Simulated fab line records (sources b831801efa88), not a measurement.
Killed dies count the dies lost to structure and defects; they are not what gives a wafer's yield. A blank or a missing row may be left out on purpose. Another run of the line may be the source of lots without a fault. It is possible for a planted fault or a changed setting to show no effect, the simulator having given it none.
8D (eight disciplines) problem report, filled in by code | flow gf180mcu | the parts of the form that need people (team, actions taken, sign-off) are left out

1. THE ISSUE
Wafers without a fault read 7.38 s, standard deviation 0.045; stripTimeToEndpointS at GF_M4_STRIP_17 reads a mean of 6.96 s on 3 wafers belonging to 2 lots. Relative to the usual mean, that is a shift of -9.3 standard deviations.
The step: strips in O2/N2.
First observed at day 28 12:48: wafer L911.5, on plasmaAsher-01. The record has a number at this step for 36 wafers belonging to 12 lots. The rule behind "out" and "out of limits": a value lying over 4 standard deviations away from the usual mean. The rest of the wafers with a number are treated as sound.

2. WHAT IT IS, WHAT IT ISN'T
question                    | is                     | is not
which readings at this step | stripTimeToEndpointS   | drypumpMotorCurrentA, heaterPowerW
which lots                  | L911, L912             | L896, L897, L900, L902, L903, L906, L908, L910, L918, L919
which wafers of those lots  | L911.5, L911.6, L912.6 | L911.1, L912.1, L912.4
read on which tools         | plasmaAsher-01         | plasmaAsher-03, plasmaAsher-04
when                        | from day 28 12:48      | up to then (25 sound wafers); but 8 sound wafers of L912, L918, L919 came after

3. THE SUSPECTS, EACH WITH WHAT RULES IT OUT
Counting: if a tool at a process step up to the reading ran every lot that is out, it stays a suspect. Sound lots after the first of them don't rule it out here, since some wafers of a struck lot are sound.
- lithoTrack-04 at GF_M4_COAT_09 (resist thk 1000 nm): kept. Ran every lot that is out, first one L911 (day 28 03:16); last sound lot up to then L906 (day 26 10:32).
- plasmaAsher-01 at GF_M4_STRIP_17 (strips in O2/N2): kept. Ran every lot that is out, first one L911 (day 28 12:48); last sound lot up to then L902 (day 25 12:57). On those wafers its own readings are out: stripTimeToEndpointS.
Remaining after the count are lithoTrack-04 at GF_M4_COAT_09 and plasmaAsher-01 at GF_M4_STRIP_17.

4. THE CAUSE (what the simulator had put in)
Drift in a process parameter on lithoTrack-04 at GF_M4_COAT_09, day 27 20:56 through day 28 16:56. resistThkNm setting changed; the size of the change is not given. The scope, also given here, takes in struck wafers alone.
Counting leaves 2 suspects; this tool is one of them.

5. THE CHAIN OF EFFECTS, in route order
Rows list readings where the struck wafers' mean (over those with a number) sits beyond 3 standard deviations from the usual. Scope: only readings with a usual standard deviation given in the record; hours: median across lots of the time from each lot's start at the first step in this table that gives one to its start at this step; sigmas: change in usual standard deviations.
hours | step           | reading              | usual      | on struck wafers | change | sigmas
0     | GF_M4_STRIP_17 | oesProductAu         | 0.537 a.u. | 0.516            | -0.021 | -4.3
0     | GF_M4_STRIP_17 | stripTimeToEndpointS | 7.38 s     | 6.96             | -0.42  | -9.3
Process steps it contains:
- GF_M4_STRIP_17: strips in O2/N2.

6. HOW IT WOULD HAVE BEEN CAUGHT EARLIER
The fault began at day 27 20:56; the first out-of-limits reading in this record came at day 28 12:48, 16 hours later.
The start of GF_M4_COAT_09 on lithoTrack-04 came by day 28 12:48 for every one of the lots that are out (2). Tool hold at that time: it would have spared none of them.
